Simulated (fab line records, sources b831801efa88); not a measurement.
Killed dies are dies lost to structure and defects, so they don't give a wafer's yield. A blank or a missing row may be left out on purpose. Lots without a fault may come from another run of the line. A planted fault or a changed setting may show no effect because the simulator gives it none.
Chamber matching | flow gf180mcu | GF_V3_CMP_04 on cmp-02: 4 sister chambers
The step polishes SiO2. 16 wafers are shown with their chamber, then 8 later ones without.

WAFERS WITH THEIR CHAMBER
wafer  | chamber | motor_current_A (A) | head_pressure_psi (psi) | time_to_endpoint_s (s)
L403.3 | 3       | 13.4                | 3.997                   | 72
L403.4 | 0       | 12.8                | 4.000                   | 78
L403.5 | 2       | 11.8                | 4.000                   | 72
L405.2 | 0       | 12.9                | 3.997                   | 73
L405.3 | 3       | 13.5                | 3.987                   | 72
L405.4 | 2       | 11.6                | 3.993                   | 73
L407.1 | 0       | 12.1                | 4.007                   | 70
L407.2 | 1       | 10.3                | 3.988                   | 77
L407.6 | 0       | 12.2                | 4.003                   | 76
L409.4 | 3       | 13.5                | 3.994                   | 79
L409.5 | 2       | 11.5                | 3.997                   | 86
L409.6 | 3       | 13.1                | 3.988                   | 88
L408.1 | 1       | 10.6                | 3.995                   | 71
L408.2 | 3       | 13.6                | 4.017                   | 77
L408.4 | 0       | 12.4                | 4.002                   | 79
L410.4 | 3       | 13.7                | 3.991                   | 89

SIGNATURES (means of the wafers above)
reading            | chamber 0 | chamber 1 | chamber 2 | chamber 3 | scatter within a chamber
motor_current_A    | 12.480    | 10.450    | 11.633    | 13.467    | 0.26
head_pressure_psi  | 4.00180   | 3.99150   | 3.99667   | 3.99567   | 0.00774
time_to_endpoint_s | 75.20     | 74.00     | 77.00     | 79.50     | 6.3
Rule: a wafer's distance from a chamber is the root of the sum, over the readings, of the square of ((its reading less the chamber's mean) divided by the reading's scatter). The wafer belongs to the nearest chamber; if the next one is less than 2 further off, it can't be placed. The scatter: the root of (the sum of the squares of (reading less its chamber's mean) over the shown wafers, divided by (wafers less chambers)).

WAFERS WITHOUT THEIR CHAMBER
wafer  | motor_current_A (A) | head_pressure_psi (psi) | time_to_endpoint_s (s)
L410.5 | 11.6                | 3.974                   | 89
L410.6 | 10.4                | 4.001                   | 86
L411.2 | 12.0                | 3.993                   | 74
L411.4 | 11.4                | 3.995                   | 87
L411.6 | 12.8                | 3.998                   | 79
L413.1 | 13.6                | 3.990                   | 78
L413.5 | 11.5                | 4.003                   | 88
L413.6 | 13.4                | 3.994                   | 80

WHICH CHAMBER EACH WENT THROUGH
wafer  | from the rows above     | in truth
L410.5 | can't be placed: 2 or 0 | 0
L410.6 | 1                       | 1
L411.2 | can't be placed: 2 or 0 | 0
L411.4 | 2                       | 2
L411.6 | can't be placed: 0 or 3 | 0
L413.1 | 3                       | 3
L413.5 | 2                       | 2
L413.6 | 3                       | 3
Placed correctly: 5 of 8. Can't be placed from these rows: 3 (the true chamber is among the candidates in 3). Placed wrongly: 0.
